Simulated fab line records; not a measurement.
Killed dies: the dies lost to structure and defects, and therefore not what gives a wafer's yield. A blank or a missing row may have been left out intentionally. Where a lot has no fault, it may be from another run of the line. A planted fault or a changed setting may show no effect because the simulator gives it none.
fab line records | flow gf180mcu
[record] lots = 12 wafers = 36 last_day = 34
route steps=602 shown VT_IMPLANT@131 HV_LDD@213 CONTACT@314 V1@349
lots that met no fault: from a run of the same line without faults
start_h: hours from the record's opening day to when the first of the lot's shown wafers began | wait_h: hours elapsed since this lot's preceding step | " as in the row above | L1.1+2: a row that stands for several wafers | - either no value or no given start | * or withheld: withheld | < > ~ a bound
route shown NAME@n: names a module that has steps shown in the file, with the first one's number in the route | usual: mean and standard deviation over wafers with no fault | same: alike in all rows | chamber/n: place in a boat | sites: each site's reading | _std_site: standard deviation across them | _edge_site: outer sites' mean less inner sites' | radius_mm: for every site, how far away it sits from the centre of the wafer | mask NAME#n: copy n | behind: the last tool/chamber to shape the wafer | hold: what put the lot on hold/how long, in hours/how the hold closed | device: the transistor (n, p or np) that didn't switch | end of line: the route-end tests of the same wafers | a step given without rows: its recipe and nothing more | killed: count of dies lost to structure and defects at first sort (not the wafer's yield) | map: a wafer's dies, x killed, . not, _ none there
set.NAME: the setting as run; set.NAME@STEP: as run at that earlier step | model.NAME: the simulator's own value behind a step, which no gauge read
route steps across a sampled set of lots; one table per step, one row per wafer
services: from which hour (start_h, from the record's first day; less than 0 if before it) a tool's chamber was out of use, for how many hours, and why
[[steps]]
[step GF_VT_IMPLANT_IMPLANT_41]
[recipe] species = As energy_kev = 70 dose_cm2 = 1.013e+12 tilt_deg = 7
[usual] tilt_deg = 7.000/0.019
[same] implant_ion_amu = 75
// columns lot.wafer tool chamber start_h wait_h tilt_deg
L409.1 implanter-04 0 156.03 0.0 6.991
L409.5 " 0 " " 7.048
L409.6 " 0 " " 6.985
L411.1 implanter-04 0 169.76 0.1 6.993
L411.4 " 0 " " 6.965
L411.6 " 0 " " 7.004
L412.2 implanter-02 0 174.21 0.0 7.002
L412.4 " 0 " " 7.007
L412.6 " 0 " " 7.008
L414.1 implanter-04 0 191.42 0.0 7.020
L414.2 " 0 " " 7.017
L414.3 " 0 " " 7.033
L414.1 implanter-04 0 191.74 0.3 7.020
L414.2 " 0 " " 7.028
L414.3 " 0 " " 7.006
L415.1 implanter-01 0 195.48 0.0 6.985
L415.2 " 0 " " 6.991
L415.6 " 0 " " 6.984
L416.1 implanter-01 0 203.26 0.0 6.992
L416.3 " 0 " " 7.013
L416.4 " 0 " " 7.007
L423.2 implanter-02 0 252.83 0.0 6.984
L423.3 " 0 " " 6.997
L423.4 " 0 " " 6.989
L423.2 implanter-02 0 253.15 0.3 6.988
L423.3 " 0 " " 7.000
L423.4 " 0 " " 6.982
L425.1 implanter-01 0 265.41 0.0 7.046
L425.2 " 0 " " 7.003
L425.5 " 0 " " 7.004
L426.2 implanter-04 0 270.83 0.0 7.020
L426.3 " 0 " " 7.005
L426.5 " 0 " " 6.986
L427.2 implanter-02 0 277.53 0.0 7.014
L427.4 " 0 " " 7.005
L427.5 " 0 " " 7.005
L428.1 implanter-04 0 285.73 0.0 7.046
L428.4 " 0 " " 7.029
L428.6 " 0 " " 7.038
L431.4 implanter-04 0 304.11 0.1 7.000
L431.5 " 0 " " 7.010
L431.6 " 0 " " 6.999
[step GF_VT_IMPLANT_TW_MEAS_43]
[usual] VT_IMPLANT_4_TW = 692/6.5
// columns lot.wafer tool chamber start_h wait_h VT_IMPLANT_4_TW
L409.1 film_metro-04 - 156.28 0.1 685
L409.5 " - " " 688
L409.6 " - " " 691
L411.1 film_metro-04 - 170.01 0.1 688
L411.4 " - " " 688
L411.6 " - " " 686
L412.2 film_metro-02 - 174.44 0.1 694
L412.4 " - " " 695
L412.6 " - " " 700
L414.1 film_metro-04 - 191.99 0.1 857
L414.2 " - " " 860
L414.3 " - " " 857
L414.1 film_metro-04 - 192.24 0.2 861
L414.2 " - " " 862
L414.3 " - " " 860
L415.1 film_metro-04 - 195.73 0.1 693
L415.2 " - " " 692
L415.6 " - " " 692
L416.1 film_metro-02 - 203.51 0.1 699
L416.3 " - " " 703
L416.4 " - " " 701
L423.2 film_metro-04 - 253.42 0.1 864
L423.3 " - " " 858
L423.4 " - " " 862
L423.2 film_metro-04 - 253.65 0.2 856
L423.3 " - " " 862
L423.4 " - " " 862
L425.1 film_metro-04 - 265.66 0.1 692
L425.2 " - " " 693
L425.5 " - " " 692
L426.2 film_metro-02 - 271.07 0.1 698
L426.3 " - " " 695
L426.5 " - " " 691
L427.2 film_metro-03 - 277.76 0.1 684
L427.4 " - " " 680
L427.5 " - " " 680
L428.1 film_metro-03 - 285.98 0.1 686
L428.4 " - " " 683
L428.6 " - " " 680
L431.4 film_metro-02 - 304.31 0.1 693
L431.5 " - " " 696
L431.6 " - " " 696
[step GF_HV_LDD_STRIP_37]
[recipe] chemistry = O2/N2 power_w = 1400 pressure_mtorr = 1500 platen_temp_c = 250 o2_flow_sccm = 3000 n2_flow_sccm = 300 overash_fraction = 0.5
[usual] drypump_motor_current_A = 5.3/0.46 heater_power_w = 310/44 oes_product_au = 0.716/0.0046 platen_temp_c = 250.00/0.18 strip_time_to_endpoint_s = 12.620/0.028
// columns lot.wafer tool chamber start_h wait_h drypump_motor_current_A heater_power_w oes_product_au platen_temp_c rf_hours_counter_h strip_time_to_endpoint_s
L409.1 plasma_asher-01 1 253.98 0.1 4.9 272 0.719 250.13 62 12.638
L409.5 " 0 " " 5.6 282 0.721 250.13 - 12.588
L409.6 " 1 " " 4.8 273 0.709 250.15 - 12.628
L411.1 plasma_asher-04 0 266.06 0.1 4.7 278 0.711 249.88 46 12.648
L411.4 " 0 " " 4.7 276 0.722 249.84 - 12.616
L411.6 " 1 " " 5.2 364 0.716 249.88 - 12.627
L412.2 plasma_asher-01 0 278.16 0.1 5.6 279 0.712 249.92 64 12.622
L412.4 " 0 " " 5.6 288 0.721 249.72 - 12.605
L412.6 " 0 " " 5.6 286 0.722 250.14 - 12.610
L414.1 plasma_asher-04 1 294.01 0.1 5.3 356 0.715 249.78 48 12.625
L414.2 " 0 " " 4.7 281 0.724 250.07 48 12.605
L414.3 " 0 " " 4.8 278 0.714 249.79 - 12.613
L415.1 plasma_asher-02 1 297.23 0.1 5.5 391 0.710 249.90 63 12.564
L415.2 " 0 " " 6.1 302 0.718 250.06 63 12.577
L415.6 " 1 " " 5.5 382 0.716 249.89 - 12.541
L416.1 plasma_asher-01 1 306.76 0.1 4.8 267 0.711 250.14 68 12.606
L416.3 " 0 " " 5.6 274 0.712 249.92 - 12.628
L416.4 " 1 " " 4.8 275 0.710 250.05 - 12.591
L423.2 plasma_asher-04 0 364.22 0.1 4.7 273 0.727 249.60 55 12.664
L423.3 " 1 " " 5.2 360 0.716 250.04 - 12.637
L423.4 " 0 " " 4.7 277 0.708 250.09 - 12.630
L425.1 plasma_asher-04 1 383.35 0.1 5.3 364 0.711 249.78 57 12.572
L425.2 " 0 " " 4.8 282 0.717 250.37 57 12.634
L425.5 " 0 " " 4.8 279 0.723 250.49 - 12.630
L426.2 plasma_asher-04 1 386.30 0.1 5.2 355 0.713 250.20 57 12.643
L426.3 " 1 " " 5.2 352 0.714 250.02 - 12.618
L426.5 " 0 " " 4.8 273 0.717 249.86 - 12.659
L427.2 plasma_asher-01 0 392.72 0.1 5.6 281 0.707 249.97 77 12.596
L427.4 " 1 " " 4.8 271 0.713 249.96 - 12.611
L427.5 " 1 " " 4.8 271 0.719 249.71 - 12.632
L428.1 plasma_asher-02 1 402.32 0.1 5.5 393 0.716 250.14 74 12.623
L428.4 " 1 " " 5.5 393 0.714 249.74 - 12.611
L428.6 " 0 " " 6.1 298 0.711 249.95 - 12.634
L431.4 plasma_asher-04 0 424.89 0.1 4.7 270 0.721 250.25 - 12.632
L431.5 " 1 " " 5.2 352 0.716 249.94 - 12.625
L431.6 " 0 " " 4.8 283 0.725 250.03 - 12.638
[step GF_CONTACT_CMP_27]
[recipe] stop_on = SiO2 down_force_psi = 3.5 platen_rpm = 60 t_overpolish_s = 15 target_thk_nm = 0 pad_velocity_m_s = 0.94248
[usual] motor_current_A = 10.9/0.65 overpolish_run_s = 14.999/0.0092 slurry_flow_ml_min = 150.0/0.45 time_to_endpoint_s = 75/3
[same] t_overpolish_s = 15
// columns lot.wafer tool chamber start_h wait_h motor_current_A overpolish_run_s slurry_flow_ml_min time_to_endpoint_s
L409.1 cmp-02 3 360.85 0.1 12.3 14.996 150.5 75
L409.5 " 3 " " 11.7 15.002 150.1 72
L409.6 " 0 " " 10.4 15.003 149.3 75
L411.1 cmp-02 3 380.55 0.7 11.7 14.988 150.3 74
L411.4 " 2 " " 10.7 15.007 149.6 81
L411.6 " 0 " " 11.2 15.007 149.9 78
L412.2 cmp-02 2 392.90 0.1 10.4 14.994 150.5 78
L412.4 " 3 " " 12.4 15.004 150.4 73
L412.6 " 2 " " 10.3 15.007 149.9 78
L414.3 cmp-02 3 409.47 0.0 11.8 14.997 149.3 71
L414.1 " 0 " " 10.3 14.995 150.2 74
L414.2 " 2 " " 9.9 14.985 150.3 74
L415.2 cmp-01 2 413.81 0.1 10.5 14.995 149.7 72
L415.1 " 3 " " 10.3 15.005 150.6 75
L415.6 " 2 " " 10.8 15.013 149.8 75
L416.1 cmp-02 3 423.99 0.1 12.2 14.986 150.6 74
L416.3 " 0 " " 10.7 14.989 149.3 75
L416.4 " 2 " " 10.1 14.998 150.0 74
L423.3 cmp-02 1 489.78 0.0 11.2 15.016 149.6 74
L423.4 " 2 " " 10.2 14.987 149.6 78
L423.2 " 3 " " 11.3 15.013 150.7 75
L425.1 cmp-01 3 507.67 0.1 10.3 14.998 150.4 77
L425.2 " 2 " " 10.5 15.011 150.3 71
L425.5 " 3 " " 9.6 14.996 150.0 76
L426.2 cmp-01 3 512.02 0.1 10.4 14.995 149.3 76
L426.3 " 1 " " 11.1 15.007 149.8 75
L426.5 " 3 " " 10.0 15.002 149.6 76
L427.4 cmp-01 0 515.56 0.0 11.6 14.994 150.1 74
L427.2 " 2 " " 11.3 14.991 148.9 72
L427.5 " 0 " " 11.5 15.002 149.8 78
L428.4 cmp-02 3 526.41 0.1 12.3 14.992 150.2 79
L428.1 " 0 " " 10.6 14.995 149.7 77
L428.6 " 1 " " 10.6 15.005 149.2 79
L431.4 cmp-02 3 549.34 0.0 12.3 15.011 150.7 75
L431.5 " 3 " " 11.6 15.008 150.6 77
L431.6 " 0 " " 10.4 15.002 150.6 76
[step GF_V1_CD_MEAS_14]
[recipe] target_cd_nm = 260
[usual] cd_nm = 259.7/1.3
// columns lot.wafer tool chamber start_h wait_h cd_nm
L409.1 cd_sem-01 - 408.50 0.1 260.7
L409.5 " - " " 260.7
L409.6 " - " " 258.2
L411.1 cd_sem-01 - 427.84 0.1 259.5
L411.4 " - " " 260.6
L411.6 " - " " 260.2
L412.2 cd_sem-01 - 440.74 0.1 260.4
L412.4 " - " " 260.4
L412.6 " - " " 261.3
L414.1 cd_sem-02 - 458.05 0.1 258.6
L414.2 " - " " 257.9
L414.3 " - " " 258.9
L415.1 cd_sem-02 - 463.64 0.1 257.4
L415.2 " - " " 257.2
L415.6 " - " " 258.9
L416.1 cd_sem-01 - 474.22 0.1 260.5
L416.3 " - " " 259.3
L416.4 " - " " 260.4
L423.2 cd_sem-02 - 537.92 0.1 258.0
L423.3 " - " " 257.4
L423.4 " - " " 258.5
L425.1 cd_sem-01 - 555.39 0.1 262.3
L425.2 " - " " 261.9
L425.5 " - " " 261.9
L426.2 cd_sem-02 - 558.56 0.1 259.9
L426.3 " - " " 260.2
L426.5 " - " " 260.3
L427.2 cd_sem-02 - 562.83 0.1 258.1
L427.4 " - " " 258.7
L427.5 " - " " 258.2
L428.1 cd_sem-01 - 572.85 0.1 259.3
L428.4 " - " " 260.5
L428.6 " - " " 260.7
L431.4 cd_sem-01 - 594.32 0.2 260.0
L431.5 " - " " 261.4
L431.6 " - " " 260.2
[[services]]
// columns tool chamber start_h hours kind
implanter-04 - 134.03 3.2 repair
plasma_asher-01 - 155.15 2.8 pm
cmp-01 - 167.44 1.3 repair
implanter-02 - 167.68 4.7 pm
implanter-02 - 179.17 1.2 repair
cmp-01 - 181.52 11.2 repair
cmp-02 - 193.00 5.6 pm
plasma_asher-01 - 225.02 1.3 repair
plasma_asher-04 - 227.94 4.3 repair
cmp-02 - 232.00 4.0 pm
implanter-04 - 244.51 1.8 repair
implanter-04 - 252.95 2.3 repair
implanter-02 - 258.35 17.6 pm
plasma_asher-04 - 268.51 13.9 repair
cmp-01 - 321.85 0.4 repair
implanter-04 - 374.27 4.6 repair
cmp-02 - 384.72 5.2 pm
implanter-04 - 405.70 6.3 pm
cmp-02 - 407.75 1.7 repair
implanter-04 - 435.67 1.2 repair
cmp-02 - 456.84 1.2 repair
implanter-04 - 479.10 21.5 pm
implanter-04 - 531.21 1.1 repair
implanter-04 - 534.92 1.2 repair
[[key]]
[first_sign] step = GF_VT_IMPLANT_IMPLANT_41 reading = visit direction = added
[effect] step = GF_VT_IMPLANT_TW_MEAS_43 reading = visit direction = added
[effect] step = GF_VT_IMPLANT_TW_MEAS_43 reading = VT_IMPLANT_4_TW direction = up sigmas = 26 usual = 692 struck = 860
met_at GF_VT_IMPLANT_IMPLANT_41
struck_lots L414,L423
tester_left_out L414,L423
not_acting_at GF_HV_LDD_STRIP_37,GF_CONTACT_CMP_27,GF_V1_CD_MEAS_14
[fault] kind = repeated_step_whole tool = implanter-01,implanter-02,implanter-04 chamber = - onset_h = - steps = GF_VT_IMPLANT_IMPLANT_41 times = 1 scope = struck_lots_only
// tester_left_out: of these lots the tester's yield and bins aren't shown, on N5 and GAA mostly nor the transistor test; their killed dies are dies lost to structure and defects alone, not to doping, threshold or leakage, so they don't give the yield
